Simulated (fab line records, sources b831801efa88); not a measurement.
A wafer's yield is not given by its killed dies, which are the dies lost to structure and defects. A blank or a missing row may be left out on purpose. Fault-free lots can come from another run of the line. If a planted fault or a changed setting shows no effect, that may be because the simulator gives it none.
Code-filled problem report in 8D (eight disciplines) form :: flow sky130 :: the parts of the form that need people (team, actions taken, sign-off) are left out

1. PROBLEM STATEMENT
Mean SPACER_CVD_00_THK at SKY_SPACER_THK_MEAS_01: 39.0 nm over 6 wafers in 2 lots; fault-free wafers: 42.9 nm, standard deviation 0.45. That puts it -8.7 standard deviations away from the usual mean.
First observed at day 28 01:41: wafer L212.1, on film_metro-01. Wafers with a number at this step in the record: 30, from 10 lots. Rule for "out" (also "out of limits"): further than 4 standard deviations from the usual mean. The other wafers with a number count as sound.

2. WHAT THIS IS AND IS NOT
question: which readings at this step
is: SPACER_CVD_00_THK
is not: -

question: which lots
is: L212, L213
is not: L197, L199, L200, L201, L204, L205, L206, L208

question: which wafers of those lots
is: all that have a number
is not: -

question: read on which gauges
is: film_metro-01, film_metro-04
is not: film_metro-03

question: when
is: from day 28 01:41
is not: up to then (24 sound wafers)

3. SUSPECTS, AND WHAT RULES EACH OUT
Counting: a tool at a process step up to the reading stays a suspect if it ran every lot that is out and no sound lot after the first of them.
- the gauge at SKY_SPACER_THK_MEAS_01 is ruled out. 2 gauges (film_metro-01, film_metro-04) read the wafers that are out.
- lpcvd-02 at SKY_SPACER_CVD_00 (deposits Si3N4 from DCS/NH3, target thk 43.1 nm, time 740 s): kept. It ran every lot that is out, first L212 (day 28 00:28), and no sound lot after that; its last sound lot up to then is L208 (day 26 21:31). Its own susceptor_temp_C readings are out on those wafers.
The count leaves lpcvd-02 at SKY_SPACER_CVD_00.

4. THE CAUSE (what the simulator had put in)
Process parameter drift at SKY_SPACER_CVD_00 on lpcvd-02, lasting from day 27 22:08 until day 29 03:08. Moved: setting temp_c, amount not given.
The count eliminated every tool but this one.

5. SEQUENCE OF EFFECTS, ordered by route
Each row: a reading whose mean over the struck wafers that have a number lies more than 3 standard deviations from the usual. Only readings whose record carries a usual standard deviation are examined. hours: median over the lots of the time between each lot's start at the first step of this table that gives one and its start at this step. sigmas: the change, counted in usual standard deviations.
hours: 0
step: SKY_SPACER_CVD_00
reading: spike_tc_centre_C
usual: 771.8 C
on struck wafers: 767.7
change: -4.1
sigmas: -3.8

hours: 0
step: SKY_SPACER_CVD_00
reading: spike_tc_lower_C
usual: 769.7 C
on struck wafers: 765.7
change: -4.0
sigmas: -3.3

hours: 0
step: SKY_SPACER_CVD_00
reading: spike_tc_top_C
usual: 787.1 C
on struck wafers: 782.9
change: -4.2
sigmas: -3.8

hours: 0
step: SKY_SPACER_CVD_00
reading: spike_tc_upper_C
usual: 769.8 C
on struck wafers: 765.1
change: -4.7
sigmas: -4.3

hours: 0
step: SKY_SPACER_CVD_00
reading: susceptor_temp_C
usual: 770.0 C
on struck wafers: 765.4
change: -4.6
sigmas: -13

hours: 1
step: SKY_SPACER_THK_MEAS_01
reading: SPACER_CVD_00_THK
usual: 42.9 nm
on struck wafers: 39.0
change: -3.9
sigmas: -8.7

hours: 8
step: SKY_SPACER_ETCHBACK_02
reading: oes_product_au
usual: 0.852 a.u.
on struck wafers: 0.812
change: -0.040
sigmas: -5.9
It contains these process steps:
- SKY_SPACER_CVD_00: deposits Si3N4 from DCS/NH3, target thk 43.1 nm, time 740 s.
- SKY_SPACER_ETCHBACK_02: etches Si3N4 in CH3F/O2, stops on SiO2, time 46.7 s, target depth 45 nm.

6. HOW IT WOULD HAVE BEEN CAUGHT EARLIER
Counted from the fault's start at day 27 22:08, it took 4 hours until the first out-of-limits reading at a measuring or inspecting step in this record, taken at day 28 01:41.
Tool's own readings at SKY_SPACER_CVD_00, susceptor_temp_C: out on all struck wafers the step has rows for; an alarm limit on them would have tripped on the first.
Of the lots that are out (2), L213 began SKY_SPACER_CVD_00 on lpcvd-02 after day 28 01:41. Putting the tool on hold at that point would have spared it.
